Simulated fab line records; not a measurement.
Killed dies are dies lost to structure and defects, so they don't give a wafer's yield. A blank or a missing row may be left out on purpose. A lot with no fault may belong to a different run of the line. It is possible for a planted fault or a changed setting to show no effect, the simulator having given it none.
What tool caused it? | flow sky130 | Sampling: 6 lots, 18 wafers, 2 of 708 route steps

== WHAT THE GAUGES SHOWED, per wafer ==
SKY_VT_ADJUST_NCORE_OVL_MEAS_08.
lot  | measured     | on         | VT_ADJUST_NCORE_OVL (nm)
L677 | day 9 05:08  | overlay-01 | -0.2 -1.4 -0.4
L680 | day 9 18:07  | overlay-02 | -1.2 -3.3 -3.6
L683 | day 10 15:18 | overlay-02 | -3.6 -2.3 -2.3
L685 | day 11 07:57 | overlay-01 | -0.9 -1.4 -0.9
L687 | day 12 00:16 | overlay-02 | -3.8 -3.8 -2.9
L698 | day 15 11:59 | overlay-01 | -0.2 -0.5 1.6

== WHAT TOOL EACH LOT RAN ON (gives the tool, then ch and the chambers of the sampled wafers, and finally the start) ==
lot  | SKY_VT_ADJUST_LVTN_STRIP_20
L677 | plasma_asher-03 ch 0,1, day 8 09:55
L680 | plasma_asher-01 ch 0,1, day 8 22:16
L683 | plasma_asher-03 ch 0,1, day 9 18:05
L685 | plasma_asher-04 ch 0,1, day 10 10:16
L687 | plasma_asher-03 ch 0,1, day 11 01:07
L698 | plasma_asher-04 ch 0,1, day 14 08:41
- SKY_VT_ADJUST_LVTN_STRIP_20: strips in O2/N2.

== THE ANSWER, worked out from the rows above alone ==
Rule: the usual values come from the lots themselves. The widest of any qualifying gaps counts: lots, ordered by their means at a reading, are off when they make up no more than a third of the lots, leave a main group of 4 or more, and stand apart from it by 3 or more times the standard deviation of that group's means. Not used: any main group whose means are identical at the precision the tables above print for the reading. Also off: a lot with no number at a reading for which 4 or more lots have one. All remaining lots with rows at the step are treated as sound.
None of the lots is off at any reading shown; this tells nothing.

== WHAT THE SIMULATOR HAD PUT IN ==
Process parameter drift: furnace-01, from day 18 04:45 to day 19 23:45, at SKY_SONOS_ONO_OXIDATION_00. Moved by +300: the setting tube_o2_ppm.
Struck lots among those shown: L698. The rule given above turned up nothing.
